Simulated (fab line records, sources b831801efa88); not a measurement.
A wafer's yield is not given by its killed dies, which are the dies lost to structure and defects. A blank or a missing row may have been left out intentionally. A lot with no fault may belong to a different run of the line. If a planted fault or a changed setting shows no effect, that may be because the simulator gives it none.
Chamber matching | flow sfq_line | SFQ_TRILAYER_I2_DEP_PECVD_063 on pecvd-03: 3 sister chambers
The step deposits SiO2 from SiH4/N2O, time 111.11 s, target thk 500 nm. 6 wafers are shown with their chamber, then 7 later ones without.

## WAFERS WITH THEIR CHAMBER
wafer  | chamber | throttle_valve_pct (%) | heater_power_w (W)
L347.3 | 1       | 24.5                   | 118
L347.4 | 1       | 24.2                   | 120
L349.4 | 2       | 27.1                   | 89
L349.5 | 0       | 23.6                   | 102
L351.1 | 0       | 23.6                   | 106
L351.3 | 2       | 27.4                   | 85

## WAFERS WITHOUT THEIR CHAMBER
wafer  | throttle_valve_pct (%) | heater_power_w (W)
L351.4 | 23.7                   | 89
L359.1 | 23.6                   | 107
L359.3 | 27.3                   | 87
L359.6 | 23.3                   | 107
L362.2 | 23.7                   | 97
L362.5 | 23.4                   | 102
L362.6 | 24.4                   | 119

## THE CHAMBER EACH PASSED THROUGH
wafer  | from the rows above | in truth
L351.4 | 0                   | 0
L359.1 | 0                   | 0
L359.3 | 2                   | 2
L359.6 | 0                   | 0
L362.2 | 0                   | 0
L362.5 | 0                   | 0
L362.6 | 1                   | 1
7 of 7 placed correctly. Number that these rows cannot place: 0. Placed wrongly: 0.
How it was worked out, from the rows above alone: a wafer's distance from a chamber is the root of the sum, over the readings, of the square of ((its reading less the chamber's mean) divided by the reading's scatter). If the next closest chamber is less than 2 further off than the closest, the wafer can't be placed; otherwise it belongs to the closest. A chamber's mean is the mean of its shown wafers. How the scatter is found: for the shown wafers, subtract from each reading the mean of its chamber, square and add these, divide the total by (wafers less chambers), then take the root.
